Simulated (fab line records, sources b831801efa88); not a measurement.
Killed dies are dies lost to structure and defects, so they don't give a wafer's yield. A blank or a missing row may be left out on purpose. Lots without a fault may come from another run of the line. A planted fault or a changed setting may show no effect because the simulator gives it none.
fab line records | flow sfq_line
record lots=6 wafers=18 last_day=86
route steps=325 shown C5@250 M6@251
lots that met no fault: from a run of the same line without faults
start_h: hours from the record's first day to the start of the lot's first wafer shown | wait_h: hours since the lot's step before | " the same as in the row above | L1.1+2: a row that stands for several wafers | - no value, or no start given | * or withheld: withheld | < > ~ a bound
route shown NAME@n: a module of which the file shows steps, and the number in the route of the first | usual: mean/standard deviation of fault-free wafers | same: alike in all rows | chamber/n: place in a boat | sites: the reading at each site | _std_site: their standard deviation | _edge_site: outer sites' mean less inner sites' | radius_mm: how far each site lies from the wafer's centre | mask NAME#n: copy n | behind: the tool/chamber that last shaped the wafer | hold: why the lot was held/for how many hours/how that ended | device: the transistor (n, p or np) that didn't switch | end of line: the same wafers' tests at the end of the route | a step without rows: its recipe alone | killed: dies lost to structure and defects at the first sort, not the wafer's yield | map: a wafer's dies, x killed, . not, _ none there
set.NAME: the setting as run; set.NAME@STEP: as run at that earlier step | model.NAME: the simulator's own value behind a step, which no gauge read
lots at some steps of the route; a table a step, a row a wafer
services: from which hour (start_h, from the record's first day; less than 0 if before it) a tool's chamber was out of use, for how many hours, and why
## steps
# step SFQ_TRILAYER_C5_STRIP_SOLV_CLEAN_156
# recipe chemistry=NMP temp_c=70 time_s=600
# step SFQ_TRILAYER_M6_DEP_PRE_CLEAN_158
# recipe gas=Ar time_s=22.5 bias_v=250
# step SFQ_TRILAYER_M6_DEP_SPUTTER_157
# recipe material=Nb base_pressure_pa=1.33e-06 chamber_pressure_pa=0.1333 substrate_temp_c=20 target_thk_nm=200 power_w=2000 time_s=133.3
# usual base_pressure_pa=1.33e-06/1e-07 cathode_dc_power_W=2000.0/0.36 throttle_valve_pct=29.6/1.3
# same time_s=133.3
# columns lot.wafer tool chamber start_h wait_h base_pressure_pa cathode_dc_power_W throttle_valve_pct
L767.1 pvd_sputter-03 - 1472.31 0.0 1.23e-06 2000.2 29.1
L767.3 " - " " 1.31e-06 2000.0 28.7
L767.5 " - " " 1.51e-06 2000.5 28.0
L769.2 pvd_sputter-03 - 1722.35 0.0 1.19e-06 1999.8 30.0
L769.3 " - " " 1.39e-06 1999.6 29.1
L769.4 " - " " 1.4e-06 2000.1 28.6
L774.1 pvd_sputter-03 - 1823.25 0.0 1.17e-06 2000.2 28.3
L774.2 " - " " 1.23e-06 2000.1 28.6
L774.4 " - " " 1.29e-06 2000.0 29.9
L775.1 pvd_sputter-06 - 1828.05 0.0 1.32e-06 1999.5 29.5
L775.2 " - " " 1.4e-06 2000.0 27.3
L775.6 " - " " 1.41e-06 1999.7 30.1
L776.2 pvd_sputter-06 - 1831.91 0.0 1.24e-06 1999.7 30.0
L776.4 " - " " 1.48e-06 1999.5 29.9
L776.5 " - " " 1.12e-06 2000.2 30.0
L784.2 pvd_sputter-06 - 1855.40 0.0 1.38e-06 2000.2 26.9
L784.3 " - " " 1.33e-06 1999.8 29.7
L784.6 " - " " 1.36e-06 2000.4 27.6
# step SFQ_M6_RS_MEAS_938
# recipe thk_meas_gauge=four-point-probe reads=Nb_of_TRILAYER_M6_DEP_SPUTTER_157
# usual M6_NB_RS=0.888/0.01
# columns lot.wafer tool chamber start_h wait_h M6_NB_RS[ohm/sq]
L767.1 film_metro-01 - 1472.40 0.0 0.890
L767.3 " - " " 0.900
L767.5 " - " " 0.900
L769.2 film_metro-04 - 1722.46 0.1 0.901
L769.3 " - " " 0.908
L769.4 " - " " 0.912
L774.1 film_metro-01 - 1823.34 0.0 0.892
L774.2 " - " " 0.893
L774.4 " - " " 0.897
L775.1 film_metro-01 - 1828.14 0.0 0.889
L775.2 " - " " 0.872
L775.6 " - " " 0.888
L776.2 film_metro-01 - 1832.02 0.1 0.890
L776.4 " - " " 0.880
L776.5 " - " " 0.890
L784.2 film_metro-01 - 1855.51 0.1 0.866
L784.3 " - " " 0.886
L784.6 " - " " 0.876
# step SFQ_TRILAYER_M6_LITHO_COAT_164
# recipe resist=BARC spin_rpm=3000 resist_thk_nm=62
# step SFQ_TRILAYER_M6_LITHO_COAT_159
# recipe resist=KrF spin_rpm=3000 resist_thk_nm=600
# step SFQ_TRILAYER_M6_LITHO_SOFTBAKE_163
# recipe temp_c=withheld time_s=withheld resist=KrF
# step SFQ_TRILAYER_M6_LITHO_EXPOSE_160
# recipe mask_id=M6 na=0.6 source_shape=conventional sigma_outer=0.65 target_cd_nm=500 dose_mj=14.4
# step SFQ_TRILAYER_M6_LITHO_PEB_162
# recipe peb_temp_c=115 peb_time_s=60 resist=KrF
# step SFQ_TRILAYER_M6_LITHO_DEVELOP_161
# recipe time_s=60 resist=KrF
# step SFQ_M6_OVL_MEAS_940
# usual M6_OVL=-2/5.6
# columns lot.wafer tool chamber start_h wait_h M6_OVL[nm]
L767.1 overlay-02 - 1569.55 0.1 8
L767.3 " - " " 8
L767.5 " - " " -1
L769.2 overlay-01 - 1730.54 0.1 9
L769.3 " - " " 17
L769.4 " - " " 2
L774.1 overlay-02 - 1900.26 0.1 -7
L774.2 " - " " -5
L774.4 " - " " -2
L775.1 overlay-01 - 1908.27 0.1 -1
L775.2 " - " " -7
L775.6 " - " " 4
L776.2 overlay-01 - 1916.67 0.1 1
L776.4 " - " " -7
L776.5 " - " " -1
L784.2 overlay-01 - 1948.32 0.1 -2
L784.3 " - " " -2
L784.6 " - " " 0
# step SFQ_TRILAYER_M6_BARC_OPEN_METAL_ETCH_206
# recipe mask_material=PR chemistry=O2 target_depth_nm=125 target=BARC icp_w=600 bias_w=80 pressure_mtorr=10 time_s=41.7
# usual drypump_motor_current_A=5.9/0.37 oes_product_au=0.685/0.0052 run_length_s=70.3/0.94
# columns lot.wafer tool chamber start_h wait_h drypump_motor_current_A oes_product_au rf_hours_counter_h run_length_s model.KrF_of_TRILAYER_M6_LITHO_COAT_159.thk_nm
L767.1 rie_metal-04 1 1569.59 0.0 5.8 0.681 71 70.3 522.8
L767.3 " 0 " " 5.1 0.694 - 69.2 523.1
L767.5 " 1 " " 5.8 0.686 - 69.8 522.1
L769.2 rie_metal-03 0 1730.57 0.0 5.9 0.689 49 69.9 526.3
L769.3 " 1 " " 6.0 0.678 - 70.5 525.4
L769.4 " 0 " " 5.9 0.680 - 69.9 526.8
L774.1 rie_metal-04 0 1900.30 0.0 5.0 0.687 50 69.5 523.2
L774.2 " 1 " " 5.8 0.737 120 65.9 526.9
L774.4 " 1 " " 5.8 0.732 - 66.3 525.1
L775.1 rie_metal-01 0 1908.30 0.0 6.2 0.676 75 70.2 522.3
L775.2 " 1 " " 6.3 0.685 116 70.6 523.1
L775.6 " 0 " " 6.1 0.685 - 70.2 522
L776.2 rie_metal-04 1 1916.72 0.0 5.8 0.753 - 65.7 525.4
L776.4 " 1 " " 5.8 0.740 - 66.0 527.5
L776.5 " 1 " " 5.8 0.737 - 66.1 529.3
L784.2 rie_metal-03 0 1948.35 0.0 5.9 0.689 83 72.9 525.4
L784.3 " 1 " " 5.9 0.683 - 73.1 525.1
L784.6 " 1 " " 6.0 0.686 - 72.9 525.5
# step SFQ_TRILAYER_M6_ETCH_METAL_ETCH_162
# recipe target=Nb stop_on=SiO2 mask_material=PR chemistry=Cl2/Ar target_depth_nm=240 icp_w=600 bias_w=80 pressure_mtorr=10 time_s=120
# usual drypump_motor_current_A=5.9/0.37 oes_product_au=0.895/0.0083 run_length_s=148.6/0.91
# same time_s=120
# columns lot.wafer tool chamber start_h wait_h drypump_motor_current_A oes_product_au rf_hours_counter_h run_length_s
L767.1 rie_metal-04 1 1569.65 0.0 5.8 0.899 71 147.9
L767.3 " 0 " " 5.0 0.888 - 147.6
L767.5 " 1 " " 5.9 0.888 - 148.1
L769.2 rie_metal-03 0 1730.63 0.0 5.9 0.878 49 148.2
L769.3 " 1 " " 6.0 0.878 - 148.6
L769.4 " 0 " " 5.9 0.885 - 148.3
L774.1 rie_metal-04 0 1900.36 0.0 5.0 0.892 50 147.8
L774.2 " 1 " " 5.8 0.891 120 148.0
L774.4 " 1 " " 5.9 0.887 - 148.3
L775.1 rie_metal-01 0 1908.36 0.0 6.1 0.902 75 148.4
L775.2 " 1 " " 6.3 0.909 116 148.9
L775.6 " 0 " " 6.2 0.892 - 148.8
L776.2 rie_metal-04 1 1916.86 0.1 5.8 0.888 - 148.2
L776.4 " 1 " " 5.8 0.901 - 147.8
L776.5 " 1 " " 5.8 0.890 - 148.3
L784.2 rie_metal-03 0 1948.43 0.1 5.9 0.910 83 151.1
L784.3 " 1 " " 6.0 0.899 - 151.2
L784.6 " 1 " " 6.0 0.908 - 151.3
## services
# columns tool chamber start_h hours kind
rie_metal-04 0 1511.08 - clean
rie_metal-04 0 1511.08 - consumable_replace:focus_ring
rie_metal-04 0 1511.08 16.7 scheduled_down
rie_metal-04 0 1511.08 16.7 vent_cycle
rie_metal-01 0 1537.97 5.5 repair
pvd_sputter-03 - 1567.56 5.1 repair
rie_metal-01 - 1594.38 0.6 repair
rie_metal-01 - 1689.12 0.3 repair
pvd_sputter-03 2 1708.42 - consumable_replace:kit
pvd_sputter-03 2 1708.42 18.0 scheduled_down
pvd_sputter-03 2 1708.42 18.0 vent_cycle
rie_metal-03 1 1721.10 3.7 repair
rie_metal-03 - 1766.97 0.3 repair
rie_metal-04 1 1777.14 2.5 repair
pvd_sputter-06 - 1781.39 1.0 repair
rie_metal-04 0 1787.55 15.9 repair
rie_metal-03 - 1787.60 5.7 repair
rie_metal-01 - 1795.53 2.8 pm
pvd_sputter-06 0 1875.80 - consumable_replace:kit
pvd_sputter-06 0 1875.80 18.0 scheduled_down
pvd_sputter-06 0 1875.80 18.0 vent_cycle
rie_metal-04 - 1895.26 4.0 pm
rie_metal-04 0 1914.14 24.2 repair
## key
first_sign step=SFQ_TRILAYER_M6_BARC_OPEN_METAL_ETCH_206 reading=oes_product_au direction=up sigmas=11 usual=0.685 struck=0.740
effect step=SFQ_TRILAYER_M6_BARC_OPEN_METAL_ETCH_206 reading=run_length_s direction=down sigmas=4.6 usual=* struck=*
model_effect step=SFQ_TRILAYER_M6_BARC_OPEN_METAL_ETCH_206 value=KrF_of_TRILAYER_M6_LITHO_COAT_159.thk_nm without=521.9 struck=526.8
met_at SFQ_TRILAYER_M6_BARC_OPEN_METAL_ETCH_206
struck_wafers L774.2,L774.4,L776.2,L776.4,L776.5
onset_between 1569.59 1900.30
fault kind=process_parameter_drift tool=rie_metal-04 chamber=1 onset_h=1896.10 steps=SFQ_TRILAYER_M6_BARC_OPEN_METAL_ETCH_206 channel=time_s offset=* shape=step end_h=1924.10 acts_in=* stated=*
